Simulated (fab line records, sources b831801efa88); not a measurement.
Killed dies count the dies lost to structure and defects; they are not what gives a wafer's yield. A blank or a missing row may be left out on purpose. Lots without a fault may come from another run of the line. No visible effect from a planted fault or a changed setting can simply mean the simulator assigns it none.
Comparing a struck lot with a sound one || flow sky130 || 19 out of 708 route steps
Sound: the wafers L471.2, L471.4, L471.5. Struck: wafers L487.3, L487.4, L487.6. The cause comes at the end.
At each step with rows: each side's tool, then ch and its chambers, then its first start. Under that, the readings that differ: sound wafers || struck wafers || difference of the means || sigmas: that difference in standard deviations of wafers without a fault.
alike: a reading whose means differ by less than 2 such deviations, as well as words and numbers matching on both sides. not compared: withheld readings; readings where some wafer has no value; bounds like >300 that might hide an equal value; numbers whose values overlap and for which the record gives no deviation.
The two part at a step that has a row with sigmas, a row that says differs or no value, or rows on one side only. Numbers that have no deviation but don't overlap get no sigmas and don't part them. A reading missing from all wafers of one side parts the sides only when that side holds two or more wafers.

first, 1 step without rows for these wafers: SKY_VT_ADJUST_HVTR_DEVELOP_06 (develop time 60 s).
SKY_VT_ADJUST_HVTR_CD_MEAS_07: target cd 380 nm.
  struck on cd-sem-01, day 15 10:14; sound on cd-sem-01, day 10 05:16
  alike: cd-nm
SKY_VT_ADJUST_HVTR_OVL_MEAS_08:
  struck on overlay-02, day 15 10:19; sound on overlay-02, day 10 05:22
  alike: VT_ADJUST_HVTR_OVL
next, for these wafers, 1 step has no rows: SKY_VT_ADJUST_HVTR_IMPLANT_09.
SKY_VT_ADJUST_HVTR_STRIP_10: strips in O2/N2.
  sound on plasma-asher-01 ch 0,1, day 10 05:33; struck on plasma-asher-03 ch 0,1, day 15 10:32
  alike: drypump-motor-current-A, oes-product-au, strip-time-to-endpoint-s
  not compared: rf-hours-counter-h
SKY_VT_ADJUST_HVTR_TW_MEAS_11:
  struck on film-metro-02, day 15 10:37; sound on film-metro-03, day 10 05:40
  alike: VT_ADJUST_HVTR_TW
then, 6 steps without rows for these wafers: SKY_VT_ADJUST_PCH_DEHYDRATE_00 (time 60 s); SKY_VT_ADJUST_PCH_HMDS_01 (prime time 60 s); SKY_VT_ADJUST_PCH_COAT_02 (resist thk 3000 nm); SKY_VT_ADJUST_PCH_SOFTBAKE_03; SKY_VT_ADJUST_PCH_EXPOSE_04 (exposes mask NWM, target cd 840 nm); SKY_VT_ADJUST_PCH_PEB_05.
SKY_VT_ADJUST_PCH_DEVELOP_06: develop time 60 s.
  sound on litho-track-04 ch 0, day 11 04:00; struck on litho-track-02 ch 0, day 16 13:00
  alike: developer-temp-C
SKY_VT_ADJUST_PCH_OVL_MEAS_07:
  struck on overlay-02, day 16 13:22; sound on overlay-01, day 11 04:49
{"reading": "VT_ADJUST_PCH_OVL (nm)", "sound": "-2.2 1.0 -1.3", "struck": "- - -", "difference": "no value on the struck wafers", "sigmas": ""}
next, for these wafers, 1 step has no rows: SKY_VT_ADJUST_PCH_IMPLANT_08.
SKY_VT_ADJUST_PCH_STRIP_09: strips in O2/N2.
  sound on plasma-asher-02 ch 0,1, day 11 05:00; struck on plasma-asher-01 ch 0,1, day 16 13:34
  alike: drypump-motor-current-A, oes-product-au, strip-time-to-endpoint-s
  not compared: rf-hours-counter-h
SKY_VT_ADJUST_PCH_TW_MEAS_10:
  struck on film-metro-03, day 16 13:39; sound on film-metro-04, day 11 05:07
{"reading": "VT_ADJUST_PCH_TW", "sound": "144.3 145.0 144.8", "struck": "30.5 30.3 30.3", "difference": -114.3, "sigmas": -57}
then, 1 step without rows for these wafers: SKY_SONOS_TUNNEL_DEHYDRATE_00 (time 60 s).
-- here the record skips 34 days between the struck wafers' starts before and after, leaving off in module SONOS_TUNNEL and picking up in module PAD_OPEN (first step shown: number 708 of the route) --
SKY_PAD_OPEN_PROBE_99:
  struck on prober-02, day 50 05:16; sound on prober-01, day 46 21:04
{"reading": "killed-at-front-end", "sound": "10 8 12", "struck": "418 415 421", "difference": "+408", "sigmas": "+89"}
{"reading": "killed-dies", "sound": "92 75 84", "struck": "492 492 492", "difference": "+408", "sigmas": "+45"}
{"reading": "killed-on-rim", "sound": "21 14 15", "struck": "96 96 96", "difference": "+79", "sigmas": "+21"}
{"reading": "killed-short", "sound": "35 23 35", "struck": "38 41 50", "difference": "+12", "sigmas": "+2"}
  alike: killed_at_M0_to_M3, killed_at_M4_up, killed-at-contacts, killed-at-other, killed-open

== WHERE THEY PART ==
Earliest at SKY_VT_ADJUST_PCH_OVL_MEAS_07; latest, in this record, at SKY_PAD_OPEN_PROBE_99.

WHY: what had been put in by the simulator
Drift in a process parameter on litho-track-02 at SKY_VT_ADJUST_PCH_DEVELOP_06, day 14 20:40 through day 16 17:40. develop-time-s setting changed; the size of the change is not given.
